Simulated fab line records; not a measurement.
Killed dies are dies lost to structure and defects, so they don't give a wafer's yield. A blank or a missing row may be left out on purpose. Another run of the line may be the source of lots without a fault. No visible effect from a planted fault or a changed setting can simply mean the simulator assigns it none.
What tool caused it? | flow sky130 | Sampling: 13 lots, 39 wafers, 6 of 708 route steps

== WHAT THE GAUGES READ, wafer by wafer ==
SKY_FIELD_ISO_BOW_MEAS_00.
lot  | measured    | on            | INCOMING_BOW (um)
L452 | day 1 10:01 | film-metro-02 | -3 -4 3
L453 | day 1 15:01 | film-metro-02 | -8 -4 -2
L454 | day 1 20:02 | film-metro-02 | 11 -8 -5
L462 | day 3 12:00 | film-metro-01 | 15 -7 -2
L464 | day 3 22:00 | film-metro-01 | -6 -4 7
L465 | day 4 03:00 | film-metro-03 | 5 5 4
L466 | day 4 08:00 | film-metro-01 | -9 4 2
L467 | day 4 13:00 | film-metro-03 | -2 6 -1
L469 | day 4 23:01 | film-metro-01 | -10 11 2
L472 | day 5 14:00 | film-metro-01 | 3 0 -9
L473 | day 5 19:00 | film-metro-01 | -3 -4 -4
L474 | day 6 00:01 | film-metro-03 | -1 -8 4
L475 | day 6 05:00 | film-metro-01 | -1 4 -9

SKY_DNWELL_TW_MEAS_09.
lot  | measured    | on            | DNWELL_TW
L452 | day 3 05:50 | film-metro-04 | 1130 1125 1118
L453 | day 3 08:30 | film-metro-02 | 1112 1108 1106
L454 | day 3 16:01 | film-metro-01 | 1119 1110 1103
L462 | day 6 03:26 | film-metro-02 | 1098 1099 1100
L464 | day 6 05:55 | film-metro-01 | 1113 1113 1111
L465 | day 6 06:05 | film-metro-02 | 1092 1104 1100
L466 | day 6 13:08 | film-metro-04 | 1123 1115 1124
L467 | day 6 13:29 | film-metro-04 | 1125 1121 1122
L469 | day 7 07:34 | film-metro-04 | 1118 1111 1111
L472 | day 7 18:11 | film-metro-04 | 1135 1130 1129
L473 | day 7 20:01 | film-metro-04 | 1117 1117 1129
L474 | day 8 02:15 | film-metro-02 | 1095 1091 1099
L475 | day 8 08:29 | film-metro-01 | 1119 1121 1121

SKY_NWELL_TW_MEAS_15.
lot  | measured     | on            | NWELL_TW
L452 | day 4 15:51  | film-metro-02 | 1807 1804 1802
L453 | day 4 18:18  | film-metro-01 | 1831 1827 1821
L454 | day 5 01:01  | film-metro-01 | 1807 1822 1823
L462 | day 7 18:08  | film-metro-02 | 1751 1759 1768
L464 | day 7 20:57  | film-metro-02 | 1751 1766 1754
L465 | day 7 21:44  | film-metro-02 | 1799 1799 1806
L466 | day 8 05:35  | film-metro-04 | 1832 1839 1833
L467 | day 8 06:02  | film-metro-02 | 1797 1796 1802
L469 | day 9 00:14  | film-metro-01 | 1825 1819 1833
L472 | day 9 12:05  | film-metro-01 | 1836 1830 1834
L473 | day 9 14:05  | film-metro-01 | 1826 1832 1842
L474 | day 9 20:07  | film-metro-02 | 1809 1814 1808
L475 | day 10 03:08 | film-metro-01 | 1818 1831 1822

SKY_NWELL_RS_MEAS_29: measures by four-point-probe.
lot  | measured     | on            | NWELL_RS (ohm/sq)
L452 | day 5 08:28  | film-metro-02 | 621.7 621.6 623.5
L453 | day 5 10:53  | film-metro-01 | 625.6 625.6 627.8
L454 | day 5 17:23  | film-metro-02 | 625.6 625.6 623.9
L462 | day 8 14:58  | film-metro-04 | 655.2 656.4 656.2
L464 | day 8 17:24  | film-metro-01 | 653.7 653.9 654.7
L465 | day 8 17:45  | film-metro-04 | 625.6 627.8 625.8
L466 | day 9 02:55  | film-metro-04 | 624.4 626.5 626.5
L467 | day 9 03:20  | film-metro-01 | 625.2 625.2 624.8
L469 | day 9 21:55  | film-metro-04 | 624.4 622.5 623.2
L472 | day 10 10:07 | film-metro-01 | 624.6 623.0 624.2
L473 | day 10 12:16 | film-metro-01 | 619.7 624.3 623.5
L474 | day 10 18:11 | film-metro-01 | 623.4 624.8 625.3
L475 | day 11 01:45 | film-metro-01 | 624.2 625.2 625.1

SKY_VT_ADJUST_LVTN_OVL_MEAS_18.
lot  | measured     | on         | VT_ADJUST_LVTN_01_OVL (nm)
L452 | day 7 16:37  | overlay-02 | -0.6 -0.8 0.1
L453 | day 7 19:05  | overlay-02 | -2.5 -2.0 -1.4
L454 | day 8 03:20  | overlay-01 | -0.8 0.0 -1.7
L462 | day 11 09:28 | overlay-01 | -1.3 0.3 -1.4
L464 | day 11 13:02 | overlay-01 | 0.7 1.4 1.1
L465 | day 11 13:16 | overlay-02 | -0.9 0.8 -0.1
L466 | day 11 22:26 | overlay-02 | -3.5 -3.8 -3.0
L467 | day 12 00:29 | overlay-02 | 0.3 1.3 -0.2
L469 | day 12 19:55 | overlay-01 | 0.6 -0.5 -1.1
L472 | day 13 09:55 | overlay-02 | -0.6 0.4 0.8
L473 | day 13 12:53 | overlay-02 | -2.7 -1.7 -1.7
L474 | day 13 18:17 | overlay-02 | -2.6 -3.2 -1.4
L475 | day 14 05:59 | overlay-02 | -0.2 -1.6 -2.6

== TOOL THAT RAN EACH LOT (tool first, then ch and the chambers of the sampled wafers, then the start) ==
lot  | SKY_NWELL_IMPLANT_11
L452 | implanter-04 ch 0, day 4 15:19
L453 | implanter-02 ch 0, day 4 17:46
L454 | implanter-04 ch 0, day 5 00:29
L462 | implanter-02 ch 0, day 7 17:35
L464 | implanter-02 ch 0, day 7 20:24
L465 | implanter-04 ch 0, day 7 21:11
L466 | implanter-01 ch 0, day 8 05:02
L467 | implanter-04 ch 0, day 8 05:29
L469 | implanter-01 ch 0, day 8 23:40
L472 | implanter-01 ch 0, day 9 11:32
L473 | implanter-04 ch 0, day 9 13:32
L474 | implanter-01 ch 0, day 9 19:35
L475 | implanter-04 ch 0, day 10 02:35
- SKY_NWELL_IMPLANT_11

== WHAT THE TOOLS THEMSELVES READ (means of the sampled wafers that have a number; where no wafer has one, the mark that the record gives instead) ==
SKY_NWELL_IMPLANT_11.
lot  | tool         | beam-energy-keV | faraday-current-uA
L452 | implanter-04 | 400.05          | 107.8
L453 | implanter-02 | 399.73          | 105.1
L454 | implanter-04 | 400.04          | 107.4
L462 | implanter-02 | 330.45          | 105.9
L464 | implanter-02 | 330.50          | 106.6
L465 | implanter-04 | 399.94          | 108.5
L466 | implanter-01 | 399.97          | 106.5
L467 | implanter-04 | 400.03          | 107.1
L469 | implanter-01 | 399.90          | 107.7
L472 | implanter-01 | 400.00          | 109.4
L473 | implanter-04 | 400.09          | 107.2
L474 | implanter-01 | 400.01          | 107.7
L475 | implanter-04 | 400.02          | 108.9

== THE ANSWER, worked out from the rows above alone ==
Rule: the usual values come from the lots themselves. The widest of any qualifying gaps counts: lots, ordered by their means at a reading, are off when they make up no more than a third of the lots, leave a main group of 4 or more, and stand apart from it by 3 or more times the standard deviation of that group's means. If all means in a main group match to the digits the tables above print for the reading, that group is not used. A lot without any number at a reading at which 4 lots or more have one is off too. Where the step has rows for the other lots, those lots are counted as sound. The gauges are gone through in route order, then the tools' own readings, and for those a lot's mean is taken as printed above. At the first step where some lot is off, the reading lying furthest off is the one used; lots without a number count as furthest.
Off: at SKY_NWELL_TW_MEAS_15 (NWELL_TW), L462, L464. Mean 1819 and standard deviation 13 in the main group.
If a tool, at a process step before that reading, ran all the lots that are off and no sound lot after the first of them, it fits. Not tried: the gauges at SKY_NWELL_TW_MEAS_15; whatever is off there is also off at SKY_NWELL_RS_MEAS_29, on other tools, and gauge error can't account for it. One fits: SKY_NWELL_IMPLANT_11 on implanter-02. Its last sound lot is L453 (day 4 17:46), its first lot that is off L462 (day 7 17:35): a fault that began between those two fits.
On the lots that are off, the tool's own readings at SKY_NWELL_IMPLANT_11 differ by more than 5 times the standard deviation of the sound lots' means, which bears it out; beam-energy-keV reads 330.48 there versus 399.98 on the sound lots.

== WHAT WAS PUT IN BY THE SIMULATOR ==
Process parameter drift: implanter-02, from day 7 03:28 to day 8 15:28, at SKY_NWELL_IMPLANT_11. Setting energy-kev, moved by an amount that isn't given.
Shown lots that were struck: L462, L464. This agrees with what the rule above found.
